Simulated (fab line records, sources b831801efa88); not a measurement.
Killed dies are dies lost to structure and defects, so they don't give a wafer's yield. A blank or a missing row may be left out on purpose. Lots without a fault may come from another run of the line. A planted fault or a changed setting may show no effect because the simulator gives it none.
Which tool did it? | flow sky130 | 13 lots, 39 wafers sampled, at 4 steps of a route of 708

WHAT THE GAUGES READ, wafer by wafer
SKY_VIA4_OVL_MEAS_11.
lot  | measured     | on         | VIA4_OVL (nm)
L917 | day 43 10:08 | overlay-01 | -0.4 -0.4 -0.2
L918 | day 43 11:02 | overlay-02 | 0.3 0.4 0.4
L921 | day 44 12:41 | overlay-02 | -1.4 -1.3 0.4
L922 | day 44 15:23 | overlay-01 | 2.6 -0.6 1.4
L923 | day 45 00:42 | overlay-02 | 1.9 2.6 1.4
L927 | day 45 11:32 | overlay-01 | 1.7 1.4 0.1
L929 | day 45 21:11 | overlay-02 | -0.1 0.1 0.6
L928 | day 46 00:11 | overlay-02 | -1.6 -2.4 -1.1
L930 | day 46 03:16 | overlay-02 | -0.5 -0.2 1.7
L932 | day 47 11:35 | overlay-02 | -2.2 -2.0 -0.8
L933 | day 47 12:52 | overlay-01 | -1.2 -2.2 -0.7
L937 | day 48 04:38 | overlay-01 | -3.2 -3.2 -3.4
L940 | day 48 15:29 | overlay-02 | -0.6 0.5 -0.4

SKY_PASSIVATION_THK_MEAS_01.
lot  | measured     | on            | PASSIVATION_CVD_00_THK (nm)
L917 | day 44 10:43 | film_metro-01 | 89.6 88.3 90.4
L918 | day 44 11:48 | film_metro-02 | 88.3 89.2 92.2
L921 | day 45 12:33 | film_metro-02 | 89.0 89.2 90.5
L922 | day 45 13:32 | film_metro-02 | 89.7 90.7 91.3
L923 | day 45 23:35 | film_metro-01 | 88.9 88.5 89.0
L927 | day 46 11:24 | film_metro-02 | 88.0 87.8 89.5
L929 | day 46 20:31 | film_metro-01 | 89.4 89.9 91.0
L928 | day 46 23:53 | film_metro-02 | 89.9 90.8 91.9
L930 | day 47 02:35 | film_metro-01 | 89.9 89.0 91.3
L932 | day 48 09:06 | film_metro-01 | 90.3 90.9 92.5
L933 | day 48 10:38 | film_metro-01 | 88.3 89.2 90.6
L937 | day 49 01:09 | film_metro-04 | 90.6 90.6 91.5
L940 | day 49 11:31 | film_metro-02 | 88.2 90.5 90.7

WHICH TOOL RAN EACH LOT (tool, then ch and the chambers of the sampled wafers, then the start)
lot  | SKY_METAL5_SPUTTER_00        | SKY_PASSIVATION_CVD_00
L917 | pvd_sputter-03, day 43 11:31 | pecvd-01 ch 1,2, day 44 10:41
L918 | pvd_sputter-01, day 43 12:25 | pecvd-03 ch 0,1,2, day 44 11:47
L921 | pvd_sputter-03, day 44 14:04 | pecvd-03 ch 0,1,2, day 45 12:31
L922 | pvd_sputter-01, day 44 16:46 | pecvd-01 ch 0,1,2, day 45 13:30
L923 | pvd_sputter-03, day 45 02:05 | pecvd-02 ch 1,2, day 45 23:33
L927 | pvd_sputter-04, day 45 12:58 | pecvd-02 ch 1,2, day 46 11:23
L929 | pvd_sputter-03, day 45 23:05 | pecvd-01 ch 0,1,2, day 46 20:29
L928 | pvd_sputter-03, day 46 01:41 | pecvd-01 ch 1,2, day 46 23:52
L930 | pvd_sputter-04, day 46 04:43 | pecvd-01 ch 1,2, day 47 02:34
L932 | pvd_sputter-03, day 47 13:10 | pecvd-01 ch 1,2, day 48 09:05
L933 | pvd_sputter-03, day 47 14:17 | pecvd-02 ch 0,1,2, day 48 10:37
L937 | pvd_sputter-01, day 48 06:13 | pecvd-01 ch 0,2, day 49 01:07
L940 | pvd_sputter-04, day 48 16:52 | pecvd-03 ch 0,1, day 49 11:29
- SKY_METAL5_SPUTTER_00: material Ti, target thk 15 nm, time 10 s.
- SKY_PASSIVATION_CVD_00: deposits SiO2, target thk 90 nm.

WHAT THE TOOLS THEMSELVES READ (means of the sampled wafers that have a number; where no wafer has one, the mark that the record gives instead)
SKY_METAL5_SPUTTER_00.
lot  | tool           | cathode_dc_power_W (W) | throttle_valve_pct (%)
L917 | pvd_sputter-03 | 3000.2                 | 31.8
L918 | pvd_sputter-01 | 3000.1                 | 28.9
L921 | pvd_sputter-03 | 2999.6                 | 30.7
L922 | pvd_sputter-01 | 2999.9                 | 29.5
L923 | pvd_sputter-03 | 3000.0                 | 31.4
L927 | pvd_sputter-04 | 2999.4                 | 29.5
L929 | pvd_sputter-03 | 3000.8                 | 31.7
L928 | pvd_sputter-03 | 2999.8                 | 31.2
L930 | pvd_sputter-04 | 3000.2                 | 30.2
L932 | pvd_sputter-03 | 2999.8                 | 30.4
L933 | pvd_sputter-03 | 2999.8                 | 30.9
L937 | pvd_sputter-01 | 3000.2                 | 29.6
L940 | pvd_sputter-04 | 3000.1                 | 30.0

SKY_PASSIVATION_CVD_00.
lot  | tool     | heater_power_w (W)
L917 | pecvd-01 | 720
L918 | pecvd-03 | 676
L921 | pecvd-03 | 692
L922 | pecvd-01 | 768
L923 | pecvd-02 | 694
L927 | pecvd-02 | 737
L929 | pecvd-01 | 729
L928 | pecvd-01 | 761
L930 | pecvd-01 | 707
L932 | pecvd-01 | 628
L933 | pecvd-02 | 707
L937 | pecvd-01 | 762
L940 | pecvd-03 | 595

THE ANSWER, worked out from the rows above alone
Rule: what is usual is taken from the lots themselves. Put in order of their means at a reading, lots are off if they are a third of the lots or fewer, leave a main group of 4 or more, and stand apart from it by a gap of 3 or more times the standard deviation of the main group's means; of several such gaps the widest counts. A main group whose means are all the same, to the digits that the tables above print for the reading, isn't used. A lot without any number at a reading at which 4 lots or more have one is off too. The other lots that the step has rows for count as sound. The gauges are gone through in route order, then the tools' own readings, and for those a lot's mean is taken as printed above. The first step at which some lot is off is used, and at that step the reading that is off furthest; a lot without a number counts as furthest.
No lot is off at any reading shown: from this, nothing can be told.

WHAT THE SIMULATOR HAD PUT IN
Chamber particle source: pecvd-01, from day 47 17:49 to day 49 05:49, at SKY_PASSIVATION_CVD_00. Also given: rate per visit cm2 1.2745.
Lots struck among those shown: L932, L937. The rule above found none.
